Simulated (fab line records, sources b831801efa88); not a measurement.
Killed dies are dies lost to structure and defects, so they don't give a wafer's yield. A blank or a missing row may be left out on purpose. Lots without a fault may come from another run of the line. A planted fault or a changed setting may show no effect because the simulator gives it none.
Which tool did it? | flow gf180mcu | 7 lots, 20 wafers sampled, at 1 step of a route of 602

WHAT THE GAUGES READ, wafer by wafer
GF_LVPWELL_TW_MEAS_11.
lot  | measured    | on            | LVPWELL_TW
L468 | day 4 02:07 | film_metro-04 | 552 550 550
L470 | day 4 14:14 | film_metro-03 | 556 558 552
L473 | day 5 09:03 | film_metro-02 | 564 560 561
L475 | day 5 20:19 | film_metro-02 | 562 561 559
L482 | day 7 14:12 | film_metro-03 | 554 554
L485 | day 8 04:26 | film_metro-04 | 552 548 550
L490 | day 9 06:00 | film_metro-03 | 561 561 559

WHICH TOOL RAN EACH LOT (tool, then ch and the chambers of the sampled wafers, then the start)
The record holds no process step before these readings.

THE ANSWER, worked out from the rows above alone
Rule: what is usual is taken from the lots themselves. Put in order of their means at a reading, lots are off if they are a third of the lots or fewer, leave a main group of 4 or more, and stand apart from it by a gap of 3 or more times the standard deviation of the main group's means; of several such gaps the widest counts. A main group whose means are all the same, to the digits that the tables above print for the reading, isn't used. A lot without any number at a reading at which 4 lots or more have one is off too. The other lots that the step has rows for count as sound.
No lot is off at any reading shown: from this, nothing can be told.

WHAT THE SIMULATOR HAD PUT IN
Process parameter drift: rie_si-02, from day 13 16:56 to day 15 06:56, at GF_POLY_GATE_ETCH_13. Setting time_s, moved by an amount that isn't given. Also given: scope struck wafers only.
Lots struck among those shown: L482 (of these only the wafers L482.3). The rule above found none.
